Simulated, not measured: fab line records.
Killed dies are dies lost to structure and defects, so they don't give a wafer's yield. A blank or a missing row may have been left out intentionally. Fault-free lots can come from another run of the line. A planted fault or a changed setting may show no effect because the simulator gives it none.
A struck lot beside a sound one / flow gf180mcu / 15 steps out of a route of 602
Sound: these wafers, L602.1, L602.2, L602.6. The struck wafers were L612.3, L612.4, L612.6. Last of all comes the cause.
For every step that has rows: the tool of each side, followed by ch and its chambers, followed by its first start. Under that, the readings that differ: sound wafers / struck wafers / difference of the means / sigmas: that difference in standard deviations of wafers without a fault.
alike: readings whose means differ by less than 2 such deviations, and words and numbers that are the same on both sides. not compared: withheld readings, readings that some wafer has no value for, bounds like >300 that may hide the same value, and numbers for which the record gives no deviation and whose values overlap.
The two part at a step that has a row with sigmas, a row that says differs or no value, or rows on one side only. Non-overlapping numbers with no deviation appear without sigmas and do not part them. A reading missing from all wafers of one side parts the sides only when that side holds two or more wafers.

GF_VT_IMPLANT_OVL_MEAS_18:
  sound on overlay-01, day 6 17:13; struck on overlay-01, day 9 05:50
  alike: VT_IMPLANT_01_OVL
after that, 1 step had no rows for these wafers: GF_VT_IMPLANT_IMPLANT_19.
GF_VT_IMPLANT_STRIP_20: strips in O2/N2.
  sound on plasma_asher-03 ch 0,1, day 6 17:24; struck on plasma_asher-03 ch 0,1, day 9 06:02
  alike: drypump_motor_current_A, heater_power_w, o2_flow_sccm, oes_product_au, strip_time_to_endpoint_s
  not compared: rf_hours_counter_h
GF_VT_IMPLANT_TW_MEAS_21:
  sound on film_metro-03, day 6 17:30; struck on film_metro-03, day 9 06:07
  alike: VT_IMPLANT_2_TW
then, 7 steps without rows for these wafers: GF_VT_IMPLANT_DEHYDRATE_22 (time 60 s); GF_VT_IMPLANT_HMDS_23 (prime time 60 s); GF_VT_IMPLANT_COAT_24 (resist thk 1000 nm); GF_VT_IMPLANT_SOFTBAKE_25 (time 60 s); GF_VT_IMPLANT_EXPOSE_26 (exposes mask LVPWELL HV AREA, target cd 860 nm); GF_VT_IMPLANT_PEB_27; GF_VT_IMPLANT_DEVELOP_28 (develop time 60 s).
GF_VT_IMPLANT_OVL_MEAS_29:
  sound on overlay-02, day 7 09:25; struck on overlay-02, day 9 23:35
  alike: VT_IMPLANT_02_OVL
GF_VT_IMPLANT_IMPLANT_30:
  sound on implanter-03 ch 0, day 7 09:27; struck on implanter-03 ch 0, day 9 23:43
reading=dose_ions_cm2; sound=2.529e+12 2.5222e+12 2.5299e+12; struck=2.375e+12 2.374e+12 2.3741e+12; difference=-1.527e+11; sigmas=-53
reading=faraday_current_uA; sound=14.14 14.50 14.25; struck=12.98 13.46 13.89; difference=-0.85; sigmas=-3
  alike: end_station_pressure_torr
GF_VT_IMPLANT_STRIP_31: strips in O2/N2.
  sound on plasma_asher-02 ch 0,1, day 7 09:36; struck on plasma_asher-03 ch 0,1, day 9 23:56
  alike: drypump_motor_current_A, heater_power_w, o2_flow_sccm, oes_product_au, strip_time_to_endpoint_s
  not compared: rf_hours_counter_h
-- here the record skips 23 days between the struck wafers' starts before and after, leaving off in module VT_IMPLANT and picking up in module PASSIVATION (first step shown: number 602 of the route) --
GF_PASSIVATION_PROBE_99:
  rows exist in the record for the struck wafers here (prober-01, day 32 13:39), but not for the sound ones

== WHERE THEY PART ==
First at GF_VT_IMPLANT_IMPLANT_30; last, within this record, at GF_PASSIVATION_PROBE_99.

WHY: what the simulator had put in
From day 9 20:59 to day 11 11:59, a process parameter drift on implanter-03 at GF_VT_IMPLANT_IMPLANT_30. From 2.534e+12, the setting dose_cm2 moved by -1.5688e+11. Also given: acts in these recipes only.
